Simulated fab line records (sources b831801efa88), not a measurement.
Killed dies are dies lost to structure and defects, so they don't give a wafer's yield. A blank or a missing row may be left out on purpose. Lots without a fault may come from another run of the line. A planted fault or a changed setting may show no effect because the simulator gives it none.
Which tool is to blame?	flow sky130	Sampling: 9 lots, 27 wafers, 6 of 708 route steps

## WHAT THE GAUGES READ, wafer by wafer
SKY_CAP2M_THK_MEAS_01. Usual: for CAP2M_CVD_00_THK the level is 15.45 nm and the standard deviation is 0.24.
lot	measured	on	CAP2M_CVD_00_THK (nm)	flag
L935	day 40 12:56	film_metro-02	15.48 15.45 15.53	
L939	day 41 15:11	film_metro-01	15.28 15.41 15.67	
L940	day 42 02:28	film_metro-02	15.36 15.85 15.73	
L949	day 44 11:10	film_metro-03	15.09 15.28 15.61	
L951	day 44 14:16	film_metro-03	15.32 15.30 15.63	
L952	day 45 05:22	film_metro-02	15.68 15.17 16.02	
L953	day 45 09:52	film_metro-03	15.87 15.26 15.55	
L954	day 45 13:02	film_metro-02	15.23 15.16 15.46	
L955	day 45 18:35	film_metro-03	15.70 15.66 15.77	

SKY_CAP2M_RS_MEAS_03: measurement is done with a four-point probe. Usual: for CAP2M_TIN_RS the level is 6.96 ohm/sq and the standard deviation is 0.075.
lot	measured	on	CAP2M_TIN_RS (ohm/sq)	flag
L935	day 40 13:08	film_metro-02	6.85 6.85 6.82	
L939	day 41 15:22	film_metro-02	9.46 9.52 7.09	OFF
L940	day 42 02:38	film_metro-02	7.06 9.38 6.94	OFF
L949	day 44 11:21	film_metro-02	6.86 6.93 6.97	
L951	day 44 14:26	film_metro-02	6.87 6.97 6.98	
L952	day 45 05:32	film_metro-02	6.94 6.94 6.93	
L953	day 45 10:02	film_metro-01	6.95 6.94 6.96	
L954	day 45 13:12	film_metro-01	7.00 6.99 7.00	
L955	day 45 18:46	film_metro-01	6.99 6.93 6.98	

SKY_CAP2M_THK_MEAS_04: measures by xrf. Usual: for CAP2M_TIN_THK the level is 197.5 nm and the standard deviation is 2.2.
lot	measured	on	CAP2M_TIN_THK (nm)	flag
L935	day 40 13:14	film_metro-02	201.1 200.9 201.4	
L939	day 41 15:28	film_metro-02	147.6 146.6 194.5	OFF
L940	day 42 02:45	film_metro-02	196.4 148.9 198.3	OFF
L949	day 44 11:27	film_metro-02	200.8 198.7 197.3	
L951	day 44 14:34	film_metro-02	200.0 197.5 197.1	
L952	day 45 05:39	film_metro-02	198.0 198.0 198.2	
L953	day 45 10:10	film_metro-01	197.1 198.9 197.4	
L954	day 45 13:19	film_metro-01	195.2 195.2 196.2	
L955	day 45 18:52	film_metro-01	196.4 198.0 195.5	

## WHICH TOOL RAN EACH LOT (tool, then ch and the chambers of the sampled wafers, then the start)
lot	SKY_METAL4_SPUTTER_00	SKY_METAL4_SPUTTER_04	SKY_CAP2M_SPUTTER_02
L935	pvd_sputter-04, day 40 12:44	pvd_sputter-04, day 40 12:50	pvd_sputter-01, day 40 12:59
L939	pvd_sputter-03, day 41 14:59	pvd_sputter-03, day 41 15:05	pvd_sputter-01, day 41 15:13
L940	pvd_sputter-04, day 42 02:16	pvd_sputter-04, day 42 02:23	pvd_sputter-01, day 42 02:31
L949	pvd_sputter-01, day 44 10:58	pvd_sputter-01, day 44 11:04	pvd_sputter-04, day 44 11:12
L951	pvd_sputter-04, day 44 14:06	pvd_sputter-04, day 44 14:12	pvd_sputter-02, day 44 14:20
L952	pvd_sputter-04, day 45 05:11	pvd_sputter-04, day 45 05:17	pvd_sputter-01, day 45 05:25
L953	pvd_sputter-04, day 45 09:41	pvd_sputter-04, day 45 09:48	pvd_sputter-01, day 45 09:56
L954	pvd_sputter-04, day 45 12:51	pvd_sputter-04, day 45 12:58	pvd_sputter-01, day 45 13:05
L955	pvd_sputter-04, day 45 18:23	pvd_sputter-04, day 45 18:29	pvd_sputter-01, day 45 18:37
- SKY_METAL4_SPUTTER_00: material Ti, target thk 15 nm, time 10 s.
- SKY_METAL4_SPUTTER_04: material TiN, target thk 70 nm, time 58.3 s.
- SKY_CAP2M_SPUTTER_02: material TiN, target thk 200 nm, time 166.7 s.

## AS READ BY THE TOOLS THEMSELVES (means over the sampled wafers that have a number; for cases with no such wafer, the mark the record gives instead)
SKY_METAL4_SPUTTER_00. Usual: cathode_dc_power_W 3000.0 W, standard deviation 0.57; chamber_pressure_pa 0.4000 Pa, standard deviation 0.0008; throttle_valve_pct 29.5 %, standard deviation 0.85.
lot	tool	cathode_dc_power_W (W)	chamber_pressure_pa (Pa)	throttle_valve_pct (%)	flag
L935	pvd_sputter-04	2999.6	0.3995	29.8	
L939	pvd_sputter-03	2999.6	0.3992	29.3	
L940	pvd_sputter-04	3000.3	0.3996	29.5	
L949	pvd_sputter-01	3000.4	0.3999	29.6	
L951	pvd_sputter-04	2999.7	0.4006	29.3	
L952	pvd_sputter-04	2999.7	0.4003	29.8	
L953	pvd_sputter-04	2999.2	0.4004	29.7	
L954	pvd_sputter-04	2999.7	0.3998	30.3	
L955	pvd_sputter-04	3000.2	0.3999	28.8	

SKY_METAL4_SPUTTER_04. Usual: cathode_dc_power_W 6500.1 W, standard deviation 1.1; chamber_pressure_pa 0.4001 Pa, standard deviation 0.00075; throttle_valve_pct 29.5 %, standard deviation 0.84.
lot	tool	cathode_dc_power_W (W)	chamber_pressure_pa (Pa)	throttle_valve_pct (%)	flag
L935	pvd_sputter-04	6499.6	0.3996	29.8	
L939	pvd_sputter-03	6498.9	0.3995	29.2	
L940	pvd_sputter-04	6500.0	0.3998	29.7	
L949	pvd_sputter-01	6499.6	0.4005	29.4	
L951	pvd_sputter-04	6500.9	0.4006	29.4	
L952	pvd_sputter-04	6501.1	0.4005	29.5	
L953	pvd_sputter-04	6499.9	0.4001	29.5	
L954	pvd_sputter-04	6500.1	0.3998	30.1	
L955	pvd_sputter-04	6499.6	0.3996	28.8	

SKY_CAP2M_SPUTTER_02. Usual: cathode_dc_power_W 6500.0 W, standard deviation 1.2; chamber_pressure_pa 0.4001 Pa, standard deviation 0.00078; throttle_valve_pct 29.8 %, standard deviation 0.58.
lot	tool	cathode_dc_power_W (W)	chamber_pressure_pa (Pa)	throttle_valve_pct (%)	flag
L935	pvd_sputter-01	6499.9	0.4003	29.6	
L939	pvd_sputter-01	6500.4	0.3999	29.9	
L940	pvd_sputter-01	6500.9	0.4003	29.6	
L949	pvd_sputter-04	6499.1	0.4004	29.6	
L951	pvd_sputter-02	6500.8	0.4003	30.2	
L952	pvd_sputter-01	6499.9	0.4009	29.5	
L953	pvd_sputter-01	6500.1	0.4002	29.6	
L954	pvd_sputter-01	6500.6	0.4002	29.3	
L955	pvd_sputter-01	6499.8	0.4004	29.8	

## THE ANSWER, worked out from the rows above alone
Rule: a lot is off if the mean of its wafers that have a number lies more than 3 standard deviations from the usual mean. Also off: a lot with no number at a reading for which 4 or more lots have one. The other lots that the step has rows for count as sound. Order of review: gauges by route order, followed by the tools' own readings, for which a lot's mean as printed above is used. At the first step where some lot is off, the reading lying furthest off is the one used; lots without a number count as furthest.
Off: at SKY_CAP2M_RS_MEAS_03 (CAP2M_TIN_RS), L939, L940.
A tool fits if, at a process step before that reading, it ran every lot that is off, and no sound lot after the first of them. The gauges at SKY_CAP2M_RS_MEAS_03 are tried like those tools. None of those tried fits.

## WHAT WAS PUT IN BY THE SIMULATOR
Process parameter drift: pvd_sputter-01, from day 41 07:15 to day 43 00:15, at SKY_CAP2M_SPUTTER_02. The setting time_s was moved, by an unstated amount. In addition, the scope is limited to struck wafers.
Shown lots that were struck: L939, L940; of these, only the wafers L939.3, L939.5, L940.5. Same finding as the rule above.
